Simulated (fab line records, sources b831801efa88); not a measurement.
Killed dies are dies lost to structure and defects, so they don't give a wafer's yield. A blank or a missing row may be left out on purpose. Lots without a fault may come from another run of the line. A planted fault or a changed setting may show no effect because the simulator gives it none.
Chamber matching | flow gf180mcu | GF_V1_CMP_26 on cmp-02: 4 sister chambers
The step polishes, stops on SiO2, t overpolish 15 s, target thk 0 nm. 14 wafers are shown with their chamber, then 7 later ones without.

WAFERS WITH THEIR CHAMBER
wafer  | chamber | motor_current_A (A) | time_to_endpoint_s (s) | overpolish_run_s (s)
L803.2 | 1       | 11.1                | 90                     | 15.011
L803.3 | 0       | 12.0                | 85                     | 15.016
L803.4 | 2       | 10.9                | 96                     | 15.000
L804.3 | 1       | 10.3                | 88                     | 14.989
L804.4 | 2       | 12.0                | 93                     | 15.004
L804.5 | 1       | 10.5                | 88                     | 15.006
L807.1 | 0       | 11.9                | 81                     | 14.990
L807.2 | 2       | 11.7                | 84                     | 15.001
L807.6 | 1       | 10.4                | 81                     | 14.996
L809.3 | 0       | 11.7                | 86                     | 15.004
L809.5 | 0       | 12.4                | 85                     | 14.992
L809.6 | 3       | 13.3                | 78                     | 15.004
L816.1 | 3       | 14.1                | 82                     | 15.009
L816.2 | 0       | 11.4                | 80                     | 14.988

SIGNATURES (means of the wafers above)
reading            | chamber 0 | chamber 1 | chamber 2 | chamber 3 | scatter within a chamber
motor_current_A    | 11.880    | 10.575    | 11.533    | 13.700    | 0.436
time_to_endpoint_s | 83.40     | 86.75     | 91.00     | 80.00     | 4.02
overpolish_run_s   | 14.99800  | 15.00050  | 15.00167  | 15.00650  | 0.00935
Rule: a wafer's distance from a chamber is the root of the sum, over the readings, of the square of ((its reading less the chamber's mean) divided by the reading's scatter). The wafer belongs to the nearest chamber; if the next one is less than 2 further off, it can't be placed. The scatter: the root of (the sum of the squares of (reading less its chamber's mean) over the shown wafers, divided by (wafers less chambers)).

WAFERS WITHOUT THEIR CHAMBER
wafer  | motor_current_A (A) | time_to_endpoint_s (s) | overpolish_run_s (s)
L816.5 | 11.4                | 89                     | 15.000
L818.1 | 10.4                | 79                     | 15.013
L818.2 | 12.0                | 83                     | 15.002
L818.6 | 11.7                | 83                     | 15.000
L821.1 | 10.3                | 75                     | 15.002
L821.3 | 11.7                | 75                     | 14.991
L821.4 | 14.4                | 72                     | 14.997

WHICH CHAMBER EACH WENT THROUGH
wafer  | from the rows above          | in truth
L816.5 | can't be placed: 2 or 0 or 1 | 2
L818.1 | can't be placed: 1 or 0 or 2 | 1
L818.2 | can't be placed: 0 or 2      | 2
L818.6 | can't be placed: 0 or 2      | 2
L821.1 | can't be placed: 1 or 0 or 2 | 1
L821.3 | can't be placed: 0 or 1 or 2 | 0
L821.4 | 3                            | 3
Placed correctly: 1 of 7. Can't be placed from these rows: 6 (the true chamber is among the candidates in 6). Placed wrongly: 0.
